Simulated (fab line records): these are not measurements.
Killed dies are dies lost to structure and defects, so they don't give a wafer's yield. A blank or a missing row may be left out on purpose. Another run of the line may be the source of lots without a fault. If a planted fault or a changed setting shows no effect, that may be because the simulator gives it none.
Comparing a struck lot with a sound one    flow sky130    17 steps out of a route of 708
Sound: wafers L796.1, L796.2, L796.3. The struck wafers were L793.1, L793.4, L793.6. The cause comes at the end.
Per side, at each step with rows, come the tool, then ch with its chambers, and then its first start. Under that, the readings that differ: sound wafers    struck wafers    difference of the means    sigmas: that difference in standard deviations of wafers without a fault.
alike: readings whose means differ by less than 2 such deviations, and words and numbers that are the same on both sides. not compared: withheld readings, readings that some wafer has no value for, bounds like >300 that may hide the same value, and numbers for which the record gives no deviation and whose values overlap.
A row with sigmas, a row that says differs or no value, or rows on one side alone: a step with any of these is where the two part. Numbers that don't overlap but have no deviation are shown without sigmas and don't part them. A reading that every wafer of one side lacks parts them only if that side has two wafers or more.

SKY_SPACER_THK_MEAS_01:
  struck on filmMetro-04, day 28 23:45; sound on filmMetro-03, day 29 17:41
  alike: SPACER_CVD_00_THK
SKY_SPACER_ETCHBACK_02: etches Si3N4 in CH3F/O2, stops on SiO2, time 46.7 s, target depth 45 nm.
  sound on rieDiel-03 ch 1,2,3, day 29 17:45; struck on rieDiel-02 ch 2,3, day 28 23:49
  alike: ch3fFlowSccm, drypumpMotorCurrentA, oesProductAu, throttleValvePct
  not compared: rfHoursCounterH
then, 8 steps without rows for these wafers: SKY_POLY_CUT_DEHYDRATE_00 (time 60 s); SKY_POLY_CUT_HMDS_01 (prime time 60 s); SKY_POLY_CUT_COAT_02 (resist thk 60 nm); SKY_POLY_CUT_COAT_03 (resist thk 450 nm); SKY_POLY_CUT_SOFTBAKE_04 (time 90 s); SKY_POLY_CUT_EXPOSE_05 (exposes mask NPCM, target cd 270 nm); SKY_POLY_CUT_PEB_06; SKY_POLY_CUT_DEVELOP_07 (develop time 60 s).
SKY_POLY_CUT_CD_MEAS_08: target cd 270 nm.
  struck on cdSem-01, day 30 03:20; sound on cdSem-02, day 30 22:11
  alike: cdNm
SKY_POLY_CUT_OVL_MEAS_09:
  struck on overlay-02, day 30 03:28; sound on overlay-02, day 30 22:19
  alike: POLY_CUT_OVL
SKY_POLY_CUT_ETCH_10: etches BARC in N2/H2, stops on SiO2, time 45.9 s, target depth 60 nm.
  sound on rieDiel-02 ch 0,2,3, day 30 22:21; struck on rieDiel-03 ch 0,3, day 30 03:30
reading                                         sound              struck             difference  sigmas
oesProductAu (a.u.)                             0.846 0.846 0.850  0.828 0.829 0.833  -0.017      -4
model.KrF-thick_of_POLY_CUT_COAT_03.thkNm (nm)  406.6 407.5 408.6  414.9 414.1 414.9  +7.1        
model.etch.depthNm (nm)                         59.67 59.69 59.76  56.94 56.42 57.48  -2.76       
model.POLY_CUT.cdNm (nm)                        269.2 272.2 270.8  266.8 268.4 265.7  -3.8        
  alike: drypumpMotorCurrentA, h2FlowSccm, throttleValvePct
  not compared: rfHoursCounterH
SKY_POLY_CUT_ETCH_11: etches Si3N4 in CF4/CH2F2/Ar, stops on poly-Si, time 42.5 s, target depth 60 nm.
  sound on rieDiel-02 ch 0,2,3, day 30 22:23; struck on rieDiel-03 ch 0,3, day 30 03:32
reading                   sound              struck             difference  sigmas
oesProductAu (a.u.)       0.833 0.831 0.829  0.802 0.799 0.820  -0.024      -4
model.POLY_CUT.cdNm (nm)  269.2 272.4 270.9  266.9 268.5 265.7  -3.8        
  alike: drypumpMotorCurrentA, throttleValvePct
  not compared: rfHoursCounterH
SKY_POLY_CUT_STRIP_12: strips in O2/N2.
  sound on plasmaAsher-01 ch 0,1, day 30 22:26; struck on plasmaAsher-02 ch 1, day 30 03:35
reading                   sound              struck             difference  sigmas
stripTimeToEndpointS (s)  5.334 5.354 5.370  5.417 5.421 5.425  +0.068      +4
  alike: drypumpMotorCurrentA, oesProductAu
  not compared: rfHoursCounterH
then, 1 step without rows for these wafers: SKY_SD_P_DEHYDRATE_00 (time 60 s).
SKY_PAD_OPEN_PROBE_99:
  the record holds rows for the sound wafers here (prober-02, day 50 06:19) but none for the struck ones

## WHERE THEY PART
At SKY_POLY_CUT_ETCH_10 first; at SKY_PAD_OPEN_PROBE_99 last (within this record only).

WHY: what the simulator had put in
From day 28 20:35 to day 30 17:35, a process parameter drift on rieDiel-03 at SKY_POLY_CUT_ETCH_10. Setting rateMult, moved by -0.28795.
